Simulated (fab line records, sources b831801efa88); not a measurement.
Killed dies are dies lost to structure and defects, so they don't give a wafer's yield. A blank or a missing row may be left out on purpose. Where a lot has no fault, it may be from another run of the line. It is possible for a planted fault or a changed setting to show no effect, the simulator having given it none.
A lot that was struck, set against a sound lot -- flow gf180mcu -- 16 out of 602 route steps
Sound: wafers L137.3, L137.5, L137.6. Wafers struck: L148.1, L148.3, L148.6. The cause is named last.
Order at every step that has rows: each side's tool, ch and its chambers, its first start. Under that, the readings that differ: sound wafers -- struck wafers -- difference of the means -- sigmas: that difference in standard deviations of wafers without a fault.
alike: a reading whose means differ by less than 2 such deviations, as well as words and numbers matching on both sides. not compared: withheld readings; readings where some wafer has no value; bounds like >300 that might hide an equal value; numbers whose values overlap and for which the record gives no deviation.
The two part at a step that has a row with sigmas, a row that says differs or no value, or rows on one side only. When numbers do not overlap yet have no deviation, they are printed without sigmas and do not part them. A reading missing from all wafers of one side parts the sides only when that side holds two or more wafers.

first, 6 steps without rows for these wafers: GF_M2_HMDS_08 (prime time 60 s); GF_M2_COAT_09 (resist thk 1000 nm); GF_M2_SOFTBAKE_10 (time 60 s); GF_M2_EXPOSE_11 (exposes mask Metal2, target cd 280 nm); GF_M2_PEB_12 (peb time 90 s); GF_M2_DEVELOP_13 (develop time 60 s).
GF_M2_CD_MEAS_14: target cd 280 nm.
  struck on cdSem-01, day 26 16:24; sound on cdSem-01, day 23 14:04
  alike: cdNm
GF_M2_OVL_MEAS_15:
  struck on overlay-01, day 26 16:31; sound on overlay-02, day 23 14:09
  alike: M2_OVL
GF_M2_METAL_ETCH_16: etches the open film in Cl2/BCl3, stops on SiO2, target depth 627.5 nm, time 104.6 s.
  sound on rieMetal-01 ch 0,1, day 23 14:13; struck on rieMetal-01 ch 1, day 26 16:33
  alike: chamberPressureMTorr, drypumpMotorCurrentA, oesProductAu, throttleValvePct
  not compared: rfHoursCounterH
GF_M2_STRIP_17: strips in O2/N2.
  sound on plasmaAsher-01 ch 0,1, day 23 14:19; struck on plasmaAsher-03 ch 0,1, day 26 16:47
  alike: chamberPressureMTorr, drypumpMotorCurrentA, heaterPowerW, oesProductAu, stripTimeToEndpointS
  not compared: rfHoursCounterH
then, 2 steps without rows for these wafers: GF_M2_STRIP_18 (strips in post etch residue remover, time 1200 s); GF_M2_CLEAN_19 (cleans in DIW).
GF_V2_CVD_00: deposits SiO2, target thk 600 nm, time 100 s.
  sound on hdpcvd-01 ch 0,1,2, day 23 14:54; struck on hdpcvd-01 ch 0,1,2, day 26 17:20
reading,sound,struck,difference,sigmas
sih4FlowSccm (sccm),60.05 59.76 60.03,72.01 71.93 71.94,+12.01,+71
model.SiO2_of_V2_CVD_00.thkNm (nm),602 600 596.6,716.6 720 718.6,+118.9,
GF_V2_THK_MEAS_01:
  struck on filmMetro-02, day 26 17:25; sound on filmMetro-02, day 23 14:59
reading,sound,struck,difference,sigmas
V2_CVD_00_THK (nm),602 600 595,716 720 719,+119,+21
GF_V2_CVD_02: deposits SiO2 from TEOS, target thk 850 nm, time 94.851 s.
  sound on pecvd-04 ch 0,1,2, day 23 15:02; struck on pecvd-04 ch 0,1,2, day 26 17:28
  alike: heaterPowerW
-- the record jumps here: 8 days lie between the struck wafers' starts before and after (it left off in module V2 and takes up again in module PASSIVATION, whose first step shown is number 602 of the route) --
GF_PASSIVATION_PROBE_99:
  the record has rows for the struck wafers here (prober-02, day 34 21:11) and none for the sound ones

## WHERE THEY PART
Last at GF_PASSIVATION_PROBE_99 as far as this record goes, first at GF_V2_CVD_00.

WHY: whatever the simulator had introduced
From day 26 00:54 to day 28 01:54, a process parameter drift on hdpcvd-01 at GF_V2_CVD_00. From 60, the setting sih4FlowSccm moved by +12. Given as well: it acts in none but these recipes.
